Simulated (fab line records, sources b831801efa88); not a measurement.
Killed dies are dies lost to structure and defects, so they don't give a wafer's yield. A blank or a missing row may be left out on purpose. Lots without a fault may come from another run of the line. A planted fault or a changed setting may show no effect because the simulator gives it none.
Which tool did it? | flow sky130 | 14 lots, 42 wafers sampled, at 4 steps of a route of 708

WHAT THE GAUGES READ, wafer by wafer
SKY_POLY_CUT_OVL_MEAS_09.
lot  | measured     | on         | POLY_CUT_OVL (nm)
L770 | day 25 08:22 | overlay-01 | 10 4 9
L771 | day 25 12:31 | overlay-01 | 4 0 -4
L772 | day 25 18:01 | overlay-01 | -6 -16 -5
L773 | day 26 00:37 | overlay-01 | 3 5 1
L774 | day 26 02:10 | overlay-01 | -8 -2 -6
L775 | day 26 23:40 | overlay-02 | 5 5 10
L776 | day 27 03:06 | overlay-02 | -3 -3 2
L784 | day 29 23:01 | overlay-02 | -4 -2 5
L785 | day 30 07:12 | overlay-02 | 4 5 13
L786 | day 31 01:01 | overlay-02 | 2 5 5
L789 | day 32 06:52 | overlay-01 | 0 2 2
L790 | day 32 05:55 | overlay-02 | -9 -1 -11
L792 | day 32 11:17 | overlay-01 | 9 7 8
L793 | day 32 20:35 | overlay-01 | 7 -2 2

SKY_VIA1_BOW_MEAS_03.
lot  | measured     | on            | VIA1_BOW (um)
L770 | day 33 23:56 | film_metro-02 | 88 86 100
L771 | day 34 02:49 | film_metro-02 | 96 88 88
L772 | day 34 06:25 | film_metro-02 | 86 78 95
L773 | day 34 15:52 | film_metro-04 | 105 85 76
L774 | day 34 15:54 | film_metro-02 | 84 72 87
L775 | day 35 12:22 | film_metro-04 | 90 79 79
L776 | day 35 15:25 | film_metro-04 | 97 92 93
L784 | day 38 04:20 | film_metro-02 | 80 79 91
L785 | day 38 12:35 | film_metro-03 | 97 78 81
L786 | day 39 06:37 | film_metro-02 | 91 90 83
L789 | day 40 08:09 | film_metro-04 | 91 82 72
L790 | day 40 07:08 | film_metro-03 | 80 76 83
L792 | day 40 12:41 | film_metro-02 | 80 89 92
L793 | day 40 19:11 | film_metro-04 | 93 90 76

SKY_VIA3_THK_MEAS_01.
lot  | measured     | on            | VIA3_HDPCVD_THK (nm)
L770 | day 39 18:22 | film_metro-02 | 1658 1633 1651
L771 | day 39 21:26 | film_metro-03 | 1620 1641 1642
L772 | day 40 00:14 | film_metro-03 | 1617 1652 1664
L773 | day 40 10:13 | film_metro-03 | 1624 1632 1627
L774 | day 40 09:44 | film_metro-03 | 1642 1621 1665
L775 | day 41 02:31 | film_metro-02 | 1591 1627 1614
L776 | day 41 05:58 | film_metro-03 | 1630 1596 1623
L784 | day 43 16:11 | film_metro-03 | 1636 1638 1661
L785 | day 43 21:46 | film_metro-03 | 1645 1635 1614
L786 | day 44 14:52 | film_metro-04 | 1630 1633 1628
L789 | day 45 14:19 | film_metro-03 | 1595 1624 1616
L790 | day 45 12:31 | film_metro-02 | 1633 1613 1607
L792 | day 45 18:38 | film_metro-03 | 1653 1638 1644
L793 | day 46 00:02 | film_metro-03 | 1606 1624 1611

WHICH TOOL RAN EACH LOT (tool, then ch and the chambers of the sampled wafers, then the start)
lot  | SKY_NWELL_IMPLANT_24
L770 | implanter-03 ch 0, day 6 00:23
L771 | implanter-02 ch 0, day 6 01:08
L772 | implanter-03 ch 0, day 6 02:22
L773 | implanter-04 ch 0, day 6 08:05
L774 | implanter-03 ch 0, day 6 08:47
L775 | implanter-04 ch 0, day 7 00:01
L776 | implanter-02 ch 0, day 7 00:44
L784 | implanter-02 ch 0, day 9 00:40
L785 | implanter-04 ch 0, day 9 16:18
L786 | implanter-02 ch 0, day 9 19:37
L789 | implanter-04 ch 0, day 10 07:35
L790 | implanter-04 ch 0, day 10 12:55
L792 | implanter-03 ch 0, day 11 07:56
L793 | implanter-04 ch 0, day 11 15:58
- SKY_NWELL_IMPLANT_24

WHAT THE TOOLS THEMSELVES READ (means of the sampled wafers that have a number; where no wafer has one, the mark that the record gives instead)
SKY_NWELL_IMPLANT_24.
lot  | tool         | beam_energy_keV | beam_on_s (s) | dose_ions_cm2 | faraday_current_uA
L770 | implanter-03 | 139.98          | 10.14         | 9.203e+12     | 51.3
L771 | implanter-02 | 139.96          | 9.87          | 9.186e+12     | 52.5
L772 | implanter-03 | 140.00          | 9.95          | 9.200e+12     | 52.0
L773 | implanter-04 | 139.97          | 9.96          | 9.202e+12     | 52.0
L774 | implanter-03 | 140.00          | 10.14         | 9.201e+12     | 51.3
L775 | implanter-04 | 139.98          | 10.07         | 9.189e+12     | 51.6
L776 | implanter-02 | 140.05          | 10.03         | 9.209e+12     | 51.8
L784 | implanter-02 | 140.05          | 10.13         | 8.422e+12     | 46.9
L785 | implanter-04 | 139.98          | 9.99          | 9.208e+12     | 51.9
L786 | implanter-02 | 140.03          | 9.88          | 8.422e+12     | 48.0
L789 | implanter-04 | 139.99          | 9.95          | 9.205e+12     | 52.0
L790 | implanter-04 | 139.96          | 10.13         | 9.193e+12     | 51.2
L792 | implanter-03 | 140.02          | 9.89          | 9.183e+12     | 52.4
L793 | implanter-04 | 140.00          | 10.04         | 9.207e+12     | 51.9

THE ANSWER, worked out from the rows above alone
Rule: what is usual is taken from the lots themselves. Put in order of their means at a reading, lots are off if they are a third of the lots or fewer, leave a main group of 4 or more, and stand apart from it by a gap of 3 or more times the standard deviation of the main group's means; of several such gaps the widest counts. A main group whose means are all the same, to the digits that the tables above print for the reading, isn't used. A lot without any number at a reading at which 4 lots or more have one is off too. The other lots that the step has rows for count as sound. The gauges are gone through in route order, then the tools' own readings, and for those a lot's mean is taken as printed above. The first step at which some lot is off is used, and at that step the reading that is off furthest; a lot without a number counts as furthest.
Off: L784, L786, at SKY_NWELL_IMPLANT_24 (dose_ions_cm2). The main group: mean 9.199e+12, standard deviation 8.5e+09.
A tool fits if, at that step or a process step before it, it ran every lot that is off, and no sound lot after the first of them. One fits: implanter-02 at SKY_NWELL_IMPLANT_24. Its last sound lot is L776 (day 7 00:44), its first lot that is off L784 (day 9 00:40): a fault that began between those two fits.
The tool's own readings at SKY_NWELL_IMPLANT_24 bear it out: on the lots that are off they differ by more than 5 times the standard deviation of the sound lots' means. dose_ions_cm2 reads 8.422e+12 there against 9.199e+12 on the sound lots; faraday_current_uA reads 47.5 there against 51.8 on the sound lots.

WHAT THE SIMULATOR HAD PUT IN
Process parameter drift: implanter-02, from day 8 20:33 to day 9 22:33, at SKY_NWELL_IMPLANT_24. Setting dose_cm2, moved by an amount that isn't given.
Lots struck among those shown: L784, L786. The rule above found the same.
